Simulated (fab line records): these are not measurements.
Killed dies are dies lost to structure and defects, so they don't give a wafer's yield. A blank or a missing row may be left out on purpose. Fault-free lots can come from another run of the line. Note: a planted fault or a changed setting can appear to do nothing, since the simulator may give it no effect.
Which tool was responsible? -- flow gf180mcu -- 10 lots, 30 wafers sampled, at 2 steps of a route of 602

WHAT THE GAUGES READ, wafer by wafer
GF_STI_CD_MEAS_12: the cd target is 220 nm. Usual: cd_nm 220.4 nm, standard deviation 1.3.
lot,measured,on,cd_nm (nm),flag
L242,day 2 04:31,cd_sem-01,220.9 220.3 221.4,
L243,day 2 06:05,cd_sem-02,221.7 221.0 221.0,
L244,day 2 11:40,cd_sem-01,221.2 221.5 219.1,
L245,day 2 16:38,cd_sem-02,222.8 221.8 222.2,
L246,day 2 21:55,cd_sem-02,222.4 222.6 220.8,
L247,day 3 02:48,cd_sem-01,220.8 220.3 220.9,
L253,day 4 11:25,cd_sem-02,144.7 221.2 145.6,OFF
L256,day 5 03:55,cd_sem-01,219.5 145.5 220.5,OFF
L259,day 5 17:41,cd_sem-01,220.8 219.8 219.5,
L264,day 6 20:22,cd_sem-01,218.3 218.1 217.6,

TOOL THAT RAN EACH LOT (tool first, then ch and the chambers of the sampled wafers, then the start)
lot,GF_STI_EXPOSE_09
L242,"krf_scanner-02 ch 0, day 1 23:05"
L243,"krf_scanner-01 ch 0, day 2 00:08"
L244,"krf_scanner-01 ch 0, day 2 05:46"
L245,"krf_scanner-02 ch 0, day 2 10:47"
L246,"krf_scanner-01 ch 0, day 2 15:29"
L247,"krf_scanner-01 ch 0, day 2 20:56"
L253,"krf_scanner-01 ch 0, day 4 04:44"
L256,"krf_scanner-01 ch 0, day 4 20:46"
L259,"krf_scanner-02 ch 0, day 5 10:10"
L264,"krf_scanner-02 ch 0, day 6 12:37"
- GF_STI_EXPOSE_09: exposes mask COMP, target cd 220 nm.

WHAT THE TOOLS THEMSELVES READ (means of the sampled wafers that have a number; where no wafer has one, the mark that the record gives instead)
GF_STI_EXPOSE_09. Usual: exposure_dose_mJ_cm2 27.990, standard deviation 0.025.
lot,tool,exposure_dose_mJ_cm2,flag
L242,krf_scanner-02,28.000,
L243,krf_scanner-01,27.988,
L244,krf_scanner-01,28.003,
L245,krf_scanner-02,27.986,
L246,krf_scanner-01,28.018,
L247,krf_scanner-01,28.009,
L253,krf_scanner-01,27.979,
L256,krf_scanner-01,28.006,
L259,krf_scanner-02,27.989,
L264,krf_scanner-02,27.982,

THE ANSWER, worked out from the rows above alone
Rule: take the mean of a lot's wafers that have a number; if it is more than 3 standard deviations from the usual mean, the lot is off. A lot without any number at a reading at which 4 lots or more have one is off too. The other lots that the step has rows for count as sound. First the gauges in route order, then the tools' own readings, where a lot's mean is used as printed above. At the first step where some lot is off, the reading lying furthest off is the one used; lots without a number count as furthest.
Off: L253, L256 (GF_STI_CD_MEAS_12, cd_nm).
A tool fits if, at a process step before that reading, it ran every lot that is off, and no sound lot after the first of them. The gauges at GF_STI_CD_MEAS_12 are tried like those tools. One candidate fits, namely krf_scanner-01 at GF_STI_EXPOSE_09. Its last sound lot is L247 (day 2 20:56), its first lot that is off L253 (day 4 04:44): a fault that began between those two fits.

WHAT WAS PUT IN BY THE SIMULATOR
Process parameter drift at GF_STI_EXPOSE_09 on krf_scanner-01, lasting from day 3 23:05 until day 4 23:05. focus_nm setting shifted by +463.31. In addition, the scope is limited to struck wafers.
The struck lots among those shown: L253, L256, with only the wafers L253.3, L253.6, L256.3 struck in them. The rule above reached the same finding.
